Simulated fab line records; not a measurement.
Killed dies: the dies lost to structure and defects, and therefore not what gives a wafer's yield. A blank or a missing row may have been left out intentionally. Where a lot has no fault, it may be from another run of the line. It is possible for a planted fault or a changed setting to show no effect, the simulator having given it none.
Problem report, 8D (eight disciplines) form, completed by code + flow sky130 + the parts of the form that need people (team, actions taken, sign-off) are left out

== 1. WHAT IS WRONG ==
chamber pressure pa at SKY_LI_CONTACT_SPUTTER_20 reads a mean of 5.171 Pa on 2 wafers of 2 lots; wafers without a fault read 5.001 Pa with a standard deviation of 0.01. That is +17 standard deviations from the usual mean.
The step: material TiN, target thk 20 nm, time 80 s.
Seen first at day 34 03:13 on pvd sputter-03, wafer L704.4. Wafers with a number at this step in the record: 18, from 6 lots. Rule for "out" (also "out of limits"): further than 4 standard deviations from the usual mean. All remaining wafers that have a number are taken as sound.

== 2. WHAT IT IS, AND WHAT IT ISN'T ==
| question                    | is                  | is not                                                                         |
|-----------------------------|---------------------|--------------------------------------------------------------------------------|
| which readings at this step | chamber pressure pa | throttle valve pct                                                             |
| which lots                  | L704, L705          | L695, L696, L710, L712                                                         |
| which wafers of those lots  | L704.4, L705.3      | L704.1, L704.2, L705.2, L705.6                                                 |
| read on which tools         | pvd sputter-03      | pvd sputter-01, pvd sputter-02                                                 |
| when                        | from day 34 03:13   | up to then (8 sound wafers); but 8 sound wafers of L705, L710, L712 came after |

== 3. THE SUSPECTS, EACH WITH WHAT RULES IT OUT ==
Counting: any tool at a process step up to the reading remains a suspect provided it ran every lot that is out. Sound lots after the first of them don't rule it out here, since some wafers of a struck lot are sound.
- pvd sputter-03 at SKY_LI_CONTACT_SPUTTER_19 (material Ti, target thk 20 nm, time 106.37 s): kept. It processed each lot that is out (first: L704, day 34 03:08); up to then, its last sound lot is L695 (day 31 03:02).
- pvd sputter-03 at SKY_LI_CONTACT_SPUTTER_20 (material TiN, target thk 20 nm, time 80 s): kept. It processed each lot that is out (first: L704, day 34 03:13); up to then, its last sound lot is L695 (day 31 03:07). On those wafers its own readings are out: chamber pressure pa.
What counting leaves: pvd sputter-03 at SKY_LI_CONTACT_SPUTTER_19 and pvd sputter-03 at SKY_LI_CONTACT_SPUTTER_20.

== 4. THE CAUSE (what the simulator had put in) ==
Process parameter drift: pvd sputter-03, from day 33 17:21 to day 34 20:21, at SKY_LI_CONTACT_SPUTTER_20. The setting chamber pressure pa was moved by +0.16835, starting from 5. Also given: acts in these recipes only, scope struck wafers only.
This tool is one of the 2 suspects left after counting.

== 5. SEQUENCE OF EFFECTS, ordered by route ==
Rows list readings where the struck wafers' mean (over those with a number) sits beyond 3 standard deviations from the usual. Only readings whose record carries a usual standard deviation are examined. hours: median over the lots of the time between each lot's start at the first step of this table that gives one and its start at this step. sigmas: the change, counted in usual standard deviations.
| hours | step                      | reading             | usual    | on struck wafers | change | sigmas |
|-------|---------------------------|---------------------|----------|------------------|--------|--------|
| 0     | SKY_LI_CONTACT_SPUTTER_20 | chamber pressure pa | 5.001 Pa | 5.171            | +0.170 | +17    |
Its process steps:
- SKY_LI_CONTACT_SPUTTER_20: material TiN, target thk 20 nm, time 80 s.

== 6. HOW IT WOULD HAVE BEEN CAUGHT EARLIER ==
In this record no reading fell out of limits until day 34 03:13, 10 hours after the fault had begun at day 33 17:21.
